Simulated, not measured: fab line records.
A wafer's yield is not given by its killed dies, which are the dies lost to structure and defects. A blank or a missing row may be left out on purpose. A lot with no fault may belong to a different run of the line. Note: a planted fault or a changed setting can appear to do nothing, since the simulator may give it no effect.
Which of the tools did it? ; flow sky130 ; 13 lots, 37 wafers sampled, at 5 steps of a route of 708

== WHAT EACH GAUGE READ, for each wafer ==
SKY_FIELD_ISO_THK_MEAS_25. Usual: FIELD_ISO_CVD_24_THK 592 nm, standard deviation 5.1.
lot;measured;on;FIELD_ISO_CVD_24_THK (nm);flag
L868;day 2 09:01;filmMetro-02;591 590 594;
L869;day 2 15:05;filmMetro-01;593 592 597;
L872;day 3 03:28;filmMetro-01;583 592 589;
L873;day 3 10:46;filmMetro-04;599 592 598;
L874;day 3 16:09;filmMetro-02;582 588 586;
L877;day 4 11:01;filmMetro-01;595 595 596;
L878;day 4 17:34;filmMetro-01;589 592 595;
L881;day 5 09:29;filmMetro-04;594 592 599;
L886;day 6 04:58;filmMetro-04;586 586;
L885;day 6 05:19;filmMetro-04;591 584;
L887;day 6 14:40;filmMetro-01;596 598 595;
L890;day 7 01:42;filmMetro-02;588 593 583;
L891;day 7 06:43;filmMetro-04;584 586 586;

SKY_NWELL_TW_MEAS_26. Usual: NWELL_2_TW 500, standard deviation 3.4.
lot;measured;on;NWELL_2_TW;flag
L868;day 5 06:53;filmMetro-01;503 500 498;
L869;day 5 12:47;filmMetro-01;500 503 497;
L872;day 6 03:28;filmMetro-02;497 500 500;
L873;day 6 11:22;filmMetro-02;495 497 495;
L874;day 6 21:49;filmMetro-02;499 498 498;
L877;day 8 09:28;filmMetro-02;499 498 496;
L878;day 8 10:23;filmMetro-01;496 498 499;
L881;day 9 03:16;filmMetro-01;499 498 498;
L886;day 9 18:08;filmMetro-03;468 503;OFF
L885;day 9 20:26;filmMetro-02;462 500;OFF
L887;day 10 04:47;filmMetro-03;501 502 499;
L890;day 10 23:35;filmMetro-02;497 496 495;
L891;day 11 02:01;filmMetro-03;501 502 503;

SKY_VT_ADJUST_LVTN_OVL_MEAS_18. Usual: VT_ADJUST_LVTN_01_OVL -0.6 nm, standard deviation 1.5.
lot;measured;on;VT_ADJUST_LVTN_01_OVL (nm);flag
L868;day 7 16:10;overlay-01;-0.4 -0.6 1.1;
L869;day 7 21:52;overlay-01;0.1 1.6 0.5;
L872;day 8 16:37;overlay-02;-0.4 -0.4 0.6;
L873;day 8 23:37;overlay-01;0.8 0.8 3.2;
L874;day 9 09:17;overlay-01;-1.0 1.2 -0.4;
L877;day 11 01:53;overlay-01;-2.6 -3.0 -2.6;
L878;day 11 02:10;overlay-02;0.8 0.8 -0.2;
L881;day 11 23:37;overlay-01;-0.4 -1.7 -2.8;
L886;day 12 15:22;overlay-01;-3.1 -0.5;
L885;day 12 18:07;overlay-01;-1.9 -1.6;
L887;day 13 03:43;overlay-02;0.3 2.1 1.3;
L890;day 14 01:04;overlay-01;-1.6 -2.7 -3.0;
L891;day 14 04:34;overlay-02;0.6 -1.2 1.5;

== WHICH TOOL RAN EACH LOT (tool, then ch and the chambers of the sampled wafers, then the start) ==
lot;SKY_NWELL_STRIP_14;SKY_NWELL_IMPLANT_24
L868;plasmaAsher-02 ch 0,1, day 4 14:35;implanter-03 ch 0, day 5 06:38
L869;plasmaAsher-03 ch 1, day 4 20:13;implanter-03 ch 0, day 5 12:32
L872;plasmaAsher-03 ch 0,1, day 5 10:31;implanter-01 ch 0, day 6 03:13
L873;plasmaAsher-03 ch 0,1, day 5 16:23;implanter-03 ch 0, day 6 11:07
L874;plasmaAsher-02 ch 0,1, day 6 01:35;implanter-01 ch 0, day 6 21:35
L877;plasmaAsher-02 ch 0,1, day 7 12:28;implanter-01 ch 0, day 8 09:16
L878;plasmaAsher-02 ch 0,1, day 7 13:44;implanter-04 ch 0, day 8 10:08
L881;plasmaAsher-02 ch 0,1, day 8 07:16;implanter-03 ch 0, day 9 03:01
L886;plasmaAsher-04 ch 0,1, day 8 21:17;implanter-01 ch 0, day 9 17:53
L885;plasmaAsher-04 ch 0, day 8 22:49;implanter-01 ch 0, day 9 20:11
L887;plasmaAsher-03 ch 0,1, day 9 06:38;implanter-04 ch 0, day 10 04:32
L890;plasmaAsher-03 ch 0,1, day 10 00:44;implanter-03 ch 0, day 10 23:20
L891;plasmaAsher-04 ch 1, day 10 02:56;implanter-03 ch 0, day 11 01:46
- SKY_NWELL_STRIP_14: strips in O2/N2.
- SKY_NWELL_IMPLANT_24

== AS READ BY THE TOOLS THEMSELVES (means over the sampled wafers that have a number; for cases with no such wafer, the mark the record gives instead) ==
SKY_NWELL_STRIP_14. Usual: drypumpMotorCurrentA 5.7 A, standard deviation 0.49; oesProductAu 0.723 a.u., standard deviation 0.0044; stripTimeToEndpointS 36.90 s, standard deviation 0.11.
lot;tool;drypumpMotorCurrentA (A);oesProductAu (a.u.);stripTimeToEndpointS (s);flag
L868;plasmaAsher-02;5.0;0.721;36.97;
L869;plasmaAsher-03;5.9;0.723;36.95;
L872;plasmaAsher-03;6.0;0.723;36.98;
L873;plasmaAsher-03;6.1;0.722;36.82;
L874;plasmaAsher-02;5.4;0.725;36.86;
L877;plasmaAsher-02;5.0;0.718;36.91;
L878;plasmaAsher-02;5.4;0.723;36.82;
L881;plasmaAsher-02;5.0;0.723;36.75;
L886;plasmaAsher-04;5.8;0.723;36.91;
L885;plasmaAsher-04;5.9;0.720;37.05;
L887;plasmaAsher-03;6.0;0.719;36.91;
L890;plasmaAsher-03;6.0;0.725;36.85;
L891;plasmaAsher-04;5.8;0.727;36.99;

SKY_NWELL_IMPLANT_24. Usual: beamEnergyKeV reads 140.00 (standard deviation 0.044).
lot;tool;beamEnergyKeV;flag
L868;implanter-03;139.95;
L869;implanter-03;140.05;
L872;implanter-01;140.01;
L873;implanter-03;139.93;
L874;implanter-01;140.01;
L877;implanter-01;139.99;
L878;implanter-04;139.98;
L881;implanter-03;139.97;
L886;implanter-01;140.00;
L885;implanter-01;140.06;
L887;implanter-04;140.02;
L890;implanter-03;140.01;
L891;implanter-03;139.99;

== THE ANSWER, worked out from the rows above alone ==
Rule: a lot is off if the mean of its wafers that have a number lies more than 3 standard deviations from the usual mean. A lot without any number at a reading at which 4 lots or more have one is off too. The other lots that the step has rows for count as sound. First the gauges in route order, then the tools' own readings, where a lot's mean is used as printed above. The first step at which some lot is off is used, and at that step the reading that is off furthest; a lot without a number counts as furthest.
Off: L886, L885, seen at SKY_NWELL_TW_MEAS_26 (NWELL_2_TW).
A tool fits if, at a process step before that reading, it ran every lot that is off, and no sound lot after the first of them. Gauges at SKY_NWELL_TW_MEAS_26: tried the same way as those tools. One candidate fits, namely implanter-01 at SKY_NWELL_IMPLANT_24. A fault onset in the window from L877 (day 8 09:16, its last sound lot) to L886 (day 9 17:53, its first lot off) fits.

== WHAT WAS PUT IN BY THE SIMULATOR ==
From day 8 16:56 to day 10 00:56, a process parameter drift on implanter-01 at SKY_NWELL_IMPLANT_24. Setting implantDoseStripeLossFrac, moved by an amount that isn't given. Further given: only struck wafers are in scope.
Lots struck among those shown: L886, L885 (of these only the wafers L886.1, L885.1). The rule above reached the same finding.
